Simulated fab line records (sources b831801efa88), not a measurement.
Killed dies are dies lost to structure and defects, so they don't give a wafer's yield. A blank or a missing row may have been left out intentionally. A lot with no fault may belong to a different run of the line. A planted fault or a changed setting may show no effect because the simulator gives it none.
Struck lot and sound lot, side by side    flow gf180mcu    17 out of 602 route steps
Sound: these wafers, L611.1, L611.2, L611.3. Struck: wafer L622.4 (L622.2, L622.3, from the same lot, were not struck and are left out); the cause is given at the end.
Per side, at each step with rows, come the tool, then ch with its chambers, and then its first start. Under that, the readings that differ: sound wafers    struck wafers    difference of the means    sigmas: that difference in standard deviations of wafers without a fault.
alike: same words and numbers on both sides, and readings whose means sit less than 2 such deviations apart. not compared: any withheld reading, any reading some wafer has no value for, any bound like >300 that may hide the same value, and any number with overlapping values for which the record gives no deviation.
Wherever a step has rows on one side only, a row that says differs or no value, or a row with sigmas, the two part there. Numbers that don't overlap but have no deviation are shown without sigmas and don't part them. A reading that every wafer of one side lacks parts them only if that side has two wafers or more.

first, 4 steps without rows for these wafers: GF_M1_SOFTBAKE_10 (time 60 s); GF_M1_EXPOSE_11 (exposes mask Metal1, target cd 230 nm); GF_M1_PEB_12 (peb time 90 s); GF_M1_DEVELOP_13 (develop time 60 s).
GF_M1_CD_MEAS_14 targets a cd of 230 nm.
  sound: cd_sem-02 at day 17 01:03; struck: cd_sem-01 at day 21 14:31
  alike: cd_nm
GF_M1_OVL_MEAS_15:
  sound: overlay-02 at day 17 01:10; struck: overlay-02 at day 21 14:38
  alike: M1_OVL
GF_M1_METAL_ETCH_16: etches the open film in Cl2/BCl3, stops on SiO2, target depth 750.8 nm, time 125.1 s.
  sound on rie_metal-04 ch 0,1, day 17 01:13; struck on rie_metal-04 ch 1, day 21 14:40
  alike: drypump_motor_current_A, oes_product_au, throttle_valve_pct
  not compared: rf_hours_counter_h
GF_M1_STRIP_17: strips in O2/N2.
  sound on plasma_asher-01 ch 0,1, day 17 01:20; struck on plasma_asher-03 ch 1, day 21 14:47
  alike: drypump_motor_current_A, heater_power_w, oes_product_au, strip_time_to_endpoint_s
  not compared: rf_hours_counter_h
then, 3 steps without rows for these wafers: GF_M1_STRIP_18 (strips in post etch residue remover, time 1200 s); GF_M1_CLEAN_19 (cleans in DIW); GF_V1_CVD_00 (deposits SiO2, target thk 600 nm, time 100 s).
GF_V1_THK_MEAS_01:
  sound: film_metro-04 at day 17 01:58; struck: film_metro-02 at day 21 15:44
reading             sound        struck  difference  sigmas
V1_CVD_00_THK (nm)  599 593 601  585     -13         -2
GF_V1_CVD_02: deposits SiO2 from TEOS, target thk 850 nm, time 94.851 s.
  sound on pecvd-02 ch 0,1,2, day 17 02:02; struck on pecvd-01 ch 0, day 21 15:47
reading                              sound              struck  difference  sigmas
run_length_s (s)                     122.8 123.1 123.7  107.1   -16.1       -23
model.SiO2_of_V1_CVD_02.thk_nm (nm)  838.7 851 865.9    732.6   -119.3      
  alike: heater_power_w
  not compared: susceptor_temp_C
GF_V1_THK_MEAS_03:
  sound: film_metro-03 at day 17 02:05; struck: film_metro-04 at day 21 15:52
reading             sound        struck  difference  sigmas
V1_CVD_02_THK (nm)  839 851 866  732     -120        -9
GF_V1_CMP_04: polishes SiO2.
  sound on cmp-01 ch 0,1,2, day 17 02:12; struck on cmp-02 ch 2, day 21 15:58
reading                 sound     struck  difference  sigmas
time_to_endpoint_s (s)  72 71 83  37      -38         -6
  alike: motor_current_A
GF_V1_BOW_MEAS_05:
  sound: film_metro-04 at day 17 02:27; struck: film_metro-02 at day 21 16:14
  alike: V1_BOW
-- the record jumps here: 11 days lie between the struck wafers' starts before and after (it left off in module V1 and takes up again in module PASSIVATION, whose first step shown is number 602 of the route) --
GF_PASSIVATION_PROBE_99:
  the record has rows for the struck wafers here (prober-02, day 32 13:05) and none for the sound ones

== WHERE THEY PART ==
At GF_V1_THK_MEAS_01 first; at GF_PASSIVATION_PROBE_99 last (within this record only).

WHY: whatever the simulator had introduced
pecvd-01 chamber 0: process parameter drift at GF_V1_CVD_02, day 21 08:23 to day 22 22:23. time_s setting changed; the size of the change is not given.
